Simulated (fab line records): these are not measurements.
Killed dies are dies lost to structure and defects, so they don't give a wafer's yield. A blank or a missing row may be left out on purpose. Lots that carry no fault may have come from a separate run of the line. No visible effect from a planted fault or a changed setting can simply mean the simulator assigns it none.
Comparing a struck lot with a sound one ; flow gf180mcu ; 20 steps out of a route of 602
Sound: these wafers, L168.1, L168.4, L168.6. Wafers L180.5, L180.6 were the ones struck. The cause comes at the end.
At each step with rows: each side's tool, then ch and its chambers, then its first start. Under that, the readings that differ: sound wafers ; struck wafers ; difference of the means ; sigmas: that difference in standard deviations of wafers without a fault.
alike: readings with means less than 2 such deviations apart, plus words and numbers identical on both sides. not compared: withheld readings, readings lacking a value on some wafer, bounds such as >300 that could conceal the same value, and numbers that have no deviation in the record and whose values overlap.
Wherever a step has rows on one side only, a row that says differs or no value, or a row with sigmas, the two part there. Non-overlapping numbers with no deviation appear without sigmas and do not part them. A reading that every wafer of one side lacks parts them only if that side has two wafers or more.

first, 1 step without rows for these wafers: GF_V5_CVD_00 (deposits SiO2, target thk 300 nm, time 50 s).
GF_V5_THK_MEAS_01:
  sound on filmMetro-01 at day 26 02:22; struck on filmMetro-01 at day 30 00:28
  alike: V5_CVD_00_THK
GF_V5_CVD_02: deposits SiO2 from TEOS, target thk 1450 nm, time 163.28 s.
  sound on pecvd-02 ch 0,2, day 26 02:25; struck on pecvd-01 ch 0,2, day 30 00:32
  alike: heaterPowerW
  not compared: sinceWetCleanH
GF_V5_THK_MEAS_03:
  sound on filmMetro-02 at day 26 02:32; struck on filmMetro-03 at day 30 00:38
  alike: V5_CVD_02_THK
GF_V5_CMP_04: polishes SiO2.
  sound on cmp-02 ch 0,3, day 26 02:35; struck on cmp-02 ch 0,1, day 30 00:51
  alike: motorCurrentA, platenRpm
GF_V5_BOW_MEAS_05:
  sound on filmMetro-01 at day 26 02:53; struck on filmMetro-02 at day 30 01:02
  alike: V5_BOW
then, 6 steps without rows for these wafers: GF_V5_DEHYDRATE_06 (time 60 s); GF_V5_HMDS_07 (prime time 60 s); GF_V5_COAT_08; GF_V5_COAT_09 (resist thk 1000 nm); GF_V5_SOFTBAKE_10 (time 60 s); GF_V5_EXPOSE_11 (exposes mask Via5, target cd 260 nm).
GF_V5_PEB_12: peb time 90 s.
  sound on lithoTrack-03 ch 0, day 26 22:40; struck on lithoTrack-01 ch 0, day 30 18:37
reading;sound;struck;difference;sigmas
heaterPowerTotalW (W);85.56 85.79 85.66;89.09 89.09;+3.42;+40
  alike: resistLineTempC
then, 1 step without rows for these wafers: GF_V5_DEVELOP_13 (develop time 60 s).
GF_V5_CD_MEAS_14: target cd 260 nm.
  sound on cdSem-02 at day 26 23:01; struck on cdSem-02 at day 30 18:55
reading;sound;struck;difference;sigmas
cdNm (nm);258.3 260.5 261.0;255.9 255.8;-4.1;-3
GF_V5_OVL_MEAS_15:
  sound on overlay-02 at day 26 23:08; struck on overlay-02 at day 30 18:58
  alike: V5_OVL
GF_V5_ETCH_16: etches BARC in N2/H2.
  sound on rieDiel-03 ch 1,3, day 26 23:10; struck on rieDiel-03 ch 0,3, day 30 19:01
reading;sound;struck;difference;sigmas
model.V5.cdNm (nm);258.2 260.6 260.5;255.7 255;-4.4;
  alike: drypumpMotorCurrentA, oesProductAu, throttleValvePct
GF_V5_ETCH_17: etches SiO2 in C4F8/O2/Ar, stops on TiN, target depth 855 nm.
  sound: rieDiel-03 ch 1,3; struck: rieDiel-03 ch 0,3
reading;sound;struck;difference;sigmas
model.V5.cdNm (nm);257.1 260.4 259.5;254.4 254.8;-4.4;
  alike: oesProductAu
GF_V5_STRIP_18: strips in O2/N2.
  sound on plasmaAsher-04 ch 0,1, day 26 23:19; struck on plasmaAsher-03 ch 0,1, day 30 19:13
  alike: drypumpMotorCurrentA, heaterPowerW, oesProductAu
  not compared: rfHoursCounterH
GF_PASSIVATION_PROBE_99:
  the record has rows for the struck wafers here (prober-01, day 32 09:37) and none for the sound ones

== WHERE THEY PART ==
Earliest at GF_V5_PEB_12; latest, in this record, at GF_PASSIVATION_PROBE_99.

WHY: what had been put in by the simulator
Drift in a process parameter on lithoTrack-01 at GF_V5_PEB_12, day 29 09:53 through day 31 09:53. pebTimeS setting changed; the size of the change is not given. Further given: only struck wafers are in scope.
